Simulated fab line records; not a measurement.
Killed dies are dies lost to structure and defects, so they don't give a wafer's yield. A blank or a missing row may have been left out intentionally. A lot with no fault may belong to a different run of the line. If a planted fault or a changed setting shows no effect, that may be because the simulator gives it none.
Code-filled problem report in 8D (eight disciplines) form -- flow sfq-line -- the parts of the form that need people (team, actions taken, sign-off) are left out

1. WHAT WENT WRONG
Mean of thk-nm at SFQ_TRILAYER_I4_METRO_MEASURE_101: 178.5 nm across 3 wafers in 2 lots; on wafers with no fault it is 199.7 nm (standard deviation 1). Measured from the usual mean, that is -21 standard deviations.
First observed at day 51 00:43: wafer L131.1, on film-metro-03. Wafers with a number at this step in the record: 39, from 13 lots. The rule behind "out" and "out of limits": a value lying over 4 standard deviations away from the usual mean. The other wafers with a number count as sound.

2. WHAT IT IS, AND WHAT IT ISN'T
question,is,is not
which readings at this step,thk-nm,-
which lots,"L131, L134","L122, L123, L125, L128, L136, L139, L140, L142, L143, L144, L145"
which wafers of those lots,"L131.1, L131.5, L134.6","L131.3, L134.3, L134.4"
read on which tools,film-metro-03,"film-metro-02, film-metro-04"
when,from day 51 00:43,"up to then (13 sound wafers); but 23 sound wafers of L134, L136, L139, L140, L142, L143, L144, L145 came after"

3. THE SUSPECTS, EACH WITH WHAT RULES IT OUT
Counting: any tool at a process step up to the reading remains a suspect provided it ran every lot that is out. Sound lots after the first of them don't rule it out here, since some wafers of a struck lot are sound.
- cmp-02 at SFQ_TRILAYER_I4_CMP_CMP_100 (polishes SiO2): kept. It processed each lot that is out (first: L131, day 50 17:49); up to then, its last sound lot is L128 (day 50 03:49).
- film-metro-03 at SFQ_TRILAYER_I4_METRO_MEASURE_101: kept. It processed each lot that is out (first: L131, day 51 00:43); up to then, its last sound lot is L128 (day 50 05:56). Out on those wafers are its own readings of thk-nm.
- At SFQ_TRILAYER_I4_CMP_CMP_100, inside cmp-02: chamber 0 took the wafers that are out, while their sound lot-mates went through chambers 1, 2, 3.
The count leaves film-metro-03 at SFQ_TRILAYER_I4_METRO_MEASURE_101 and cmp-02 at SFQ_TRILAYER_I4_CMP_CMP_100.

4. THE CAUSE (what the simulator had put in)
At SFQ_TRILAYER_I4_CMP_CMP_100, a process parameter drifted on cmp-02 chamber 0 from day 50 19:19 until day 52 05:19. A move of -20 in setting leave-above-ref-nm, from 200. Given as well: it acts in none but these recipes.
Counting leaves 2 suspects; this tool is one of them.

5. THE CHAIN OF EFFECTS, in route order
Each row: a reading where the mean over the struck wafers with a number is more than 3 standard deviations away from the usual. Only readings whose record carries a usual standard deviation are examined. hours: median over the lots of the time between each lot's start at the first step of this table that gives one and its start at this step. sigmas: the change, counted in usual standard deviations.
hours,step,reading,usual,on struck wafers,change,sigmas
0,SFQ_TRILAYER_I4_METRO_MEASURE_101,thk-nm,199.7 nm,178.5,-21.2,-21
103,SFQ_TRILAYER_I4_VIA_ETCH_VIA_ETCH_106,oes-product-au,0.854 a.u.,0.803,-0.051,-9.9
Process steps it contains:
- SFQ_TRILAYER_I4_METRO_MEASURE_101
- SFQ_TRILAYER_I4_VIA_ETCH_VIA_ETCH_106: etches SiO2 in CHF3, stops on Nb, target depth 260 nm.

6. HOW IT WOULD HAVE BEEN CAUGHT EARLIER
First out-of-limits reading in this record: day 51 00:43, which is 5 hours after fault onset at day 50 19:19.
An alarm limit of 4 standard deviations would not have fired on the tool readings at SFQ_TRILAYER_I4_CMP_CMP_100 for which the record gives a usual standard deviation, since none of them was out on any struck wafer.
Lots out: 2; of these, L134 started SFQ_TRILAYER_I4_CMP_CMP_100 on cmp-02 after day 51 00:43. A hold on the tool at that time would have spared it.
